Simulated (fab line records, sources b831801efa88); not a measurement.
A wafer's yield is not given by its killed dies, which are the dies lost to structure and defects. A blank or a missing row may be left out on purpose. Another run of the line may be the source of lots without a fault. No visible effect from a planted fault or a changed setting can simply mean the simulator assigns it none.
Matching of chambers || flow sfq-line || SFQ_TRILAYER_I3_VIA_ETCH_VIA_ETCH_088 on rie-diel-03 has 4 sister chambers
The step etches SiO2 in CHF3, stops on Nb, target depth 260 nm. 7 wafers are shown with their chamber, then 6 later ones without.

## EACH WAFER AND ITS CHAMBER
{"wafer": "L220.3", "chamber": 1, "oes-product-au (a.u.)": 0.858}
{"wafer": "L229.3", "chamber": 3, "oes-product-au (a.u.)": 0.854}
{"wafer": "L229.4", "chamber": 1, "oes-product-au (a.u.)": 0.857}
{"wafer": "L229.6", "chamber": 2, "oes-product-au (a.u.)": 0.850}
{"wafer": "L231.2", "chamber": 3, "oes-product-au (a.u.)": 0.855}
{"wafer": "L231.3", "chamber": 0, "oes-product-au (a.u.)": 0.854}
{"wafer": "L231.6", "chamber": 2, "oes-product-au (a.u.)": 0.856}

## WAFERS WITH NO CHAMBER GIVEN
{"wafer": "L233.1", "oes-product-au (a.u.)": 0.859}
{"wafer": "L233.4", "oes-product-au (a.u.)": 0.856}
{"wafer": "L233.5", "oes-product-au (a.u.)": 0.850}
{"wafer": "L238.1", "oes-product-au (a.u.)": 0.852}
{"wafer": "L238.3", "oes-product-au (a.u.)": 0.857}
{"wafer": "L238.5", "oes-product-au (a.u.)": 0.852}

## THE CHAMBER EACH PASSED THROUGH
{"wafer": "L233.1", "from the rows above": "can't be placed: 1 or 3 or 0 or 2", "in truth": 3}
{"wafer": "L233.4", "from the rows above": "can't be placed: 1 or 3 or 0 or 2", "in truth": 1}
{"wafer": "L233.5", "from the rows above": "can't be placed: 2 or 0 or 3 or 1", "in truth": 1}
{"wafer": "L238.1", "from the rows above": "can't be placed: 2 or 0 or 3 or 1", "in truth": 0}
{"wafer": "L238.3", "from the rows above": "can't be placed: 1 or 3 or 0 or 2", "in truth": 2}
{"wafer": "L238.5", "from the rows above": "can't be placed: 2 or 0 or 3 or 1", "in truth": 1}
Correct placement for 0 of the 6. Not placeable from these rows: 6 (in 6, the candidates include the true chamber). 0 placed wrongly.
How it was worked out, from the rows above alone: a wafer's distance from a chamber is the root of the sum, over the readings, of the square of ((its reading less the chamber's mean) divided by the reading's scatter). If the next closest chamber is less than 2 further off than the closest, the wafer can't be placed; otherwise it belongs to the closest. A chamber's mean is the mean of its shown wafers. How the scatter is found: for the shown wafers, subtract from each reading the mean of its chamber, square and add these, divide the total by (wafers less chambers), then take the root.
